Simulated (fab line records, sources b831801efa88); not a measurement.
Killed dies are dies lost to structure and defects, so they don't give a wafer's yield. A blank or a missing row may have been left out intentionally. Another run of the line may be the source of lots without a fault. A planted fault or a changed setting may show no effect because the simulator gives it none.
A struck lot beside a sound one ; flow gf180mcu ; 20 steps out of a route of 602
Sound: the wafers L377.2, L377.4, L377.6. Struck: wafers L383.1, L383.5, L383.6. At the end, the cause is stated.
For every step that has rows: the tool of each side, followed by ch and its chambers, followed by its first start. Under that, the readings that differ: sound wafers ; struck wafers ; difference of the means ; sigmas: that difference in standard deviations of wafers without a fault.
alike: words and numbers the same on both sides, and readings whose means are apart by under 2 such deviations; not compared: readings that were withheld, readings missing a value for some wafer, numbers with overlapping values and no deviation given by the record, and bounds like >300 which may hide the same value.
Wherever a step has rows on one side only, a row that says differs or no value, or a row with sigmas, the two part there. Non-overlapping numbers with no deviation appear without sigmas and do not part them. A reading that every wafer of one side lacks parts them only if that side has two wafers or more.

first, 1 step without rows for these wafers: GF_V2_CVD_00 (deposits SiO2, target thk 600 nm, time 100 s).
GF_V2_THK_MEAS_01:
  sound on film_metro-03 at day 21 05:02; struck on film_metro-04 at day 23 07:23
  alike: V2_CVD_00_THK
GF_V2_CVD_02: deposits SiO2 from TEOS, target thk 850 nm, time 94.851 s.
  sound on pecvd-04 ch 0,1,2, day 21 05:05; struck on pecvd-03 ch 0,1, day 23 07:26
  alike: heater_power_w
GF_V2_THK_MEAS_03:
  sound on film_metro-03 at day 21 05:09; struck on film_metro-02 at day 23 07:31
reading;sound;struck;difference;sigmas
V2_CVD_02_THK (nm);861 873 872;843 842 855;-22;-2
GF_V2_CMP_04: polishes SiO2.
  sound on cmp-01 ch 0,2,3, day 21 05:18; struck on cmp-01 ch 0,1,2, day 23 07:52
  alike: head_pressure_psi, motor_current_A, time_to_endpoint_s
GF_V2_BOW_MEAS_05:
  sound on film_metro-04 at day 21 05:31; struck on film_metro-04 at day 23 08:01
  alike: V2_BOW
then, 6 steps without rows for these wafers: GF_V2_DEHYDRATE_06 (time 60 s); GF_V2_HMDS_07 (prime time 60 s); GF_V2_COAT_08; GF_V2_COAT_09 (resist thk 1000 nm); GF_V2_SOFTBAKE_10 (time 60 s); GF_V2_EXPOSE_11 (exposes mask Via2, target cd 260 nm).
GF_V2_PEB_12: peb time 90 s.
  sound on litho_track-04 ch 0, day 22 04:23; struck on litho_track-04 ch 0, day 24 05:46
then, 1 step without rows for these wafers: GF_V2_DEVELOP_13 (develop time 60 s).
GF_V2_CD_MEAS_14 targets a cd of 260 nm.
  sound on cd_sem-02 at day 22 04:44; struck on cd_sem-01 at day 24 06:07
reading;sound;struck;difference;sigmas
cd_nm (nm);259.2 259.7 259.6;264.8 265.9 265.3;+5.8;+4
GF_V2_OVL_MEAS_15:
  sound on overlay-01 at day 22 04:50; struck on overlay-02 at day 24 06:14
  alike: V2_OVL
GF_V2_ETCH_16: etches BARC in N2/H2.
  sound on rie_diel-03 ch 0,1,3, day 22 04:52; struck on rie_diel-01 ch 2,3, day 24 06:16
reading;sound;struck;difference;sigmas
model.V2.cd_nm (nm);258.7 259.3 260.1;265.3 266 266;+6.4;
  alike: drypump_motor_current_A, oes_product_au, throttle_valve_pct
GF_V2_ETCH_17: etches SiO2 in C4F8/O2/Ar, stops on TiN, target depth 630 nm.
  sound: rie_diel-03 ch 0,1,3; struck: rie_diel-01 ch 2,3
reading;sound;struck;difference;sigmas
model.V2.cd_nm (nm);258.4 259.2 260.1;265.2 266.2 266;+6.6;
  alike: oes_product_au
GF_V2_STRIP_18: strips in O2/N2.
  sound on plasma_asher-01 ch 0,1, day 22 05:00; struck on plasma_asher-03 ch 0,1, day 24 06:23
  alike: drypump_motor_current_A, heater_power_w, oes_product_au
  not compared: rf_hours_counter_h
GF_PASSIVATION_PROBE_99:
  the record has rows for the sound wafers here (prober-02, day 30 12:48) and none for the struck ones

WHERE THEY PART
Earliest at GF_V2_THK_MEAS_03; latest, in this record, at GF_PASSIVATION_PROBE_99.

WHY: what had been put in by the simulator
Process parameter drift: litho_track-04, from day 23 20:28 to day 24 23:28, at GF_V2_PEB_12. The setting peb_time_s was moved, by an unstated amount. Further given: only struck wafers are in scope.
